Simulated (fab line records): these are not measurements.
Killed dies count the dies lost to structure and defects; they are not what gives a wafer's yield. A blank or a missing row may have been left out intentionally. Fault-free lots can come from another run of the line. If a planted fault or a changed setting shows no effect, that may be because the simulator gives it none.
Lot-split experiment	flow gf180mcu	5 lots, 23 wafers read, on a route of 602 steps

SPLIT DETAILS
At GF_V4_SPUTTER_21 (material Ti, target thk 15 nm, time 80.02 s), the setting chamber pressure pa was moved away from the recipe's 5 Pa on 20 of the 23 wafers read, by -12.2% to +13.9%. All remaining wafers had this setting at the recipe value.

Reading taken at the split's own step.

THE READING
Ti_of_V4_SPUTTER_21.thk nm (the simulator's own value, which no gauge read), in nm, at GF_V4_SPUTTER_21 (material Ti, target thk 15 nm, time 80.02 s). The file gives no usual value for it. Average 14.90 nm, standard deviation 0.045 nm, over the 3 wafers here run with the recipe.

wafer	tool, chamber at the split	chamber pressure pa as run, Pa	against the recipe	Ti_of_V4_SPUTTER_21.thk nm, nm	against lot-mates on the recipe
L076.1	pvd sputter-03, -	4.39	-12.2%	16.86	no lot-mate on the recipe
L076.2	pvd sputter-03, -	4.39	-12.2%	16.9	no lot-mate on the recipe
L076.3	pvd sputter-03, -	4.39	-12.2%	16.47	no lot-mate on the recipe
L076.4	pvd sputter-03, -	4.39	-12.2%	16.56	no lot-mate on the recipe
L076.6	pvd sputter-03, -	4.39	-12.2%	17.01	no lot-mate on the recipe
L079.2	pvd sputter-02, -	5	recipe	14.9	-
L079.4	pvd sputter-02, -	5	recipe	14.85	-
L079.5	pvd sputter-02, -	5	recipe	14.96	-
L080.1	pvd sputter-03, -	5.546	+10.9%	13.83	no lot-mate on the recipe
L080.2	pvd sputter-03, -	5.546	+10.9%	13.63	no lot-mate on the recipe
L080.3	pvd sputter-03, -	5.546	+10.9%	13.45	no lot-mate on the recipe
L080.5	pvd sputter-03, -	5.546	+10.9%	13.56	no lot-mate on the recipe
L080.6	pvd sputter-03, -	5.546	+10.9%	13.7	no lot-mate on the recipe
L081.1	pvd sputter-02, -	5.694	+13.9%	13.32	no lot-mate on the recipe
L081.2	pvd sputter-02, -	5.694	+13.9%	13.41	no lot-mate on the recipe
L081.3	pvd sputter-02, -	5.694	+13.9%	13.46	no lot-mate on the recipe
L081.4	pvd sputter-02, -	5.694	+13.9%	13.3	no lot-mate on the recipe
L081.6	pvd sputter-02, -	5.694	+13.9%	13.37	no lot-mate on the recipe
L083.1	pvd sputter-02, -	4.412	-11.8%	16.86	no lot-mate on the recipe
L083.2	pvd sputter-02, -	4.412	-11.8%	17.04	no lot-mate on the recipe
L083.4	pvd sputter-02, -	4.412	-11.8%	16.95	no lot-mate on the recipe
L083.5	pvd sputter-02, -	4.412	-11.8%	17.03	no lot-mate on the recipe
L083.6	pvd sputter-02, -	4.412	-11.8%	16.87	no lot-mate on the recipe

FIT RESULTS
A straight line over all 23 wafers: Ti_of_V4_SPUTTER_21.thk nm changes by -0.137 nm for each +1% of chamber pressure pa; r = -0.99; the points scatter about the line by 0.2 nm.
Too few moved wafers have a lot-mate on the recipe to fit a line with each lot's own level taken away.

THE FILE'S OWN FIT
Ti_of_V4_SPUTTER_21.thk nm changes by -0.137 nm for each +1% of chamber pressure pa, r = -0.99.
